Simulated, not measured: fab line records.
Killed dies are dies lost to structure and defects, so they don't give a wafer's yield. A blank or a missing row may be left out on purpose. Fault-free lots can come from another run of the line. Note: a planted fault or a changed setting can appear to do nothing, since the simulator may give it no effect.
Comparing a struck lot with a sound one	flow sky130	16 steps out of a route of 708
Sound: the wafers L218.3, L218.4, L218.6. Struck: wafers L228.1, L228.3 (left out: L228.2, a lot-mate that was not struck); the cause follows at the end.
Order at every step that has rows: each side's tool, ch and its chambers, its first start. Under that, the readings that differ: sound wafers	struck wafers	difference of the means	sigmas: that difference in standard deviations of wafers without a fault.
alike: words and numbers the same on both sides, and readings whose means are apart by under 2 such deviations; not compared: readings that were withheld, readings missing a value for some wafer, numbers with overlapping values and no deviation given by the record, and bounds like >300 which may hide the same value.
A row with sigmas, a row that says differs or no value, or rows on one side alone: a step with any of these is where the two part. When numbers do not overlap yet have no deviation, they are printed without sigmas and do not part them. A reading missing from all wafers of one side parts the sides only when that side holds two or more wafers.

first, 8 steps without rows for these wafers: SKY_POLY_GATE_DEHYDRATE_05 (time 60 s); SKY_POLY_GATE_HMDS_06 (prime time 60 s); SKY_POLY_GATE_COAT_07 (resist thk 110 nm); SKY_POLY_GATE_COAT_08 (resist thk 450 nm); SKY_POLY_GATE_SOFTBAKE_09 (time 87.27 s); SKY_POLY_GATE_EXPOSE_10 (exposes mask P1M, target cd 150 nm); SKY_POLY_GATE_PEB_11; SKY_POLY_GATE_DEVELOP_12 (develop time 60 s).
SKY_POLY_GATE_CD_MEAS_13: target cd 150 nm.
  sound: cd_sem-02 at day 17 20:51; struck: cd_sem-01 at day 21 06:28
  alike: cd_nm
SKY_POLY_GATE_OVL_MEAS_14:
  sound: overlay-01 at day 17 20:56; struck: overlay-01 at day 21 06:35
  alike: POLY_GATE_OVL
SKY_POLY_GATE_ETCH_15: etches BARC in N2/H2, stops on SiO2, time 118.5 s, target depth 110 nm.
  sound on rie_diel-02 ch 0,1,3, day 17 20:58; struck on rie_diel-03 ch 1,3, day 21 06:37
  alike: drypump_motor_current_A, n2_flow_sccm, oes_product_au, throttle_valve_pct
  not compared: rf_hours_counter_h
SKY_POLY_GATE_ETCH_16: etches Si3N4 in CH3F/O2, stops on poly-Si, time 147.5 s, target depth 75 nm.
  sound on rie_diel-02 ch 0,1,3, day 17 21:03; struck on rie_diel-03 ch 1,3, day 21 06:42
  alike: drypump_motor_current_A, oes_product_au, throttle_valve_pct
  not compared: rf_hours_counter_h
SKY_POLY_GATE_ETCH_17: etches poly-Si in HBr/Cl2, stops on SiO2, target depth 180 nm, time 70.5 s.
  sound on rie_si-02 ch 1,3, day 17 21:09; struck on rie_si-01 ch 2,3, day 21 06:47
reading	sound	struck	difference	sigmas
oes_product_au (a.u.)	0.995 0.982 0.971	1.012 1.009	+0.028	+3
model.KrF-thick_of_POLY_GATE_COAT_08.thk_nm (nm)	139.2 146.9 138.8	114.7 106.7	-30.9	
model.POLY_GATE.feature_depth_nm (nm)	181.2 174 174.5	185 183.6	+8	
model.SiO2_of_SONOS_ONO_CVD_04.thk_nm (nm)	4.361 4.345 4.299	3.532 3.385	-0.877	
  alike: drypump_motor_current_A, throttle_valve_pct
  not compared: rf_hours_counter_h
SKY_POLY_GATE_STRIP_18: strips in O2/N2.
  sound on plasma_asher-03 ch 0,1, day 17 21:14; struck on plasma_asher-01 ch 1, day 21 06:51
reading	sound	struck	difference	sigmas
oes_product_au (a.u.)	0.359 0.365 0.361	0.343 0.344	-0.018	-3
strip_time_to_endpoint_s (s)	3.16 3.24 3.16	2.91 2.80	-0.33	-7
  alike: drypump_motor_current_A, n2_flow_sccm
  not compared: rf_hours_counter_h
then, 1 step without rows for these wafers: SKY_POLY_GATE_CLEAN_19 (cleans in SC1/SC2, time 150 s).
-- a jump in the record: the struck wafers' starts before and after are 28 days apart (it breaks off in module POLY_GATE and resumes in module PAD_OPEN, where the first step shown is number 708 of the route) --
SKY_PAD_OPEN_PROBE_99:
  sound: prober-02 at day 47 01:49; struck: prober-01 at day 49 10:19
reading	sound	struck	difference	sigmas
model.etest.tip_sonos.rs_ohm_sq	2603 2656 2640	2429 2367	-235	
model.etest.tip_n.rs_ohm_sq	440.1 441.2 442.1	434.7 431.1	-8.2	
model.etest.res_ndiff_hv.rs_ohm_sq	112.8 112.9 113.7	111.7 112.3	-1.1	
  alike: killed_at_M0_to_M3, killed_at_M4_up, killed_at_contacts, killed_at_front_end, killed_at_other, killed_dies, killed_open, killed_short
  not compared: model.etest.res_pdiff_hv.rs_ohm_sq

== WHERE THEY PART ==
At SKY_POLY_GATE_ETCH_17 first; at SKY_POLY_GATE_STRIP_18 last (within this record only). Later steps at which nothing parts them and some readings are alike: SKY_PAD_OPEN_PROBE_99.

WHY: the cause the simulator had injected
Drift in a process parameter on rie_si-01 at SKY_POLY_GATE_ETCH_17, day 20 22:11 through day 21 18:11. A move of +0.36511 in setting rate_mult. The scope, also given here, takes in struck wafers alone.
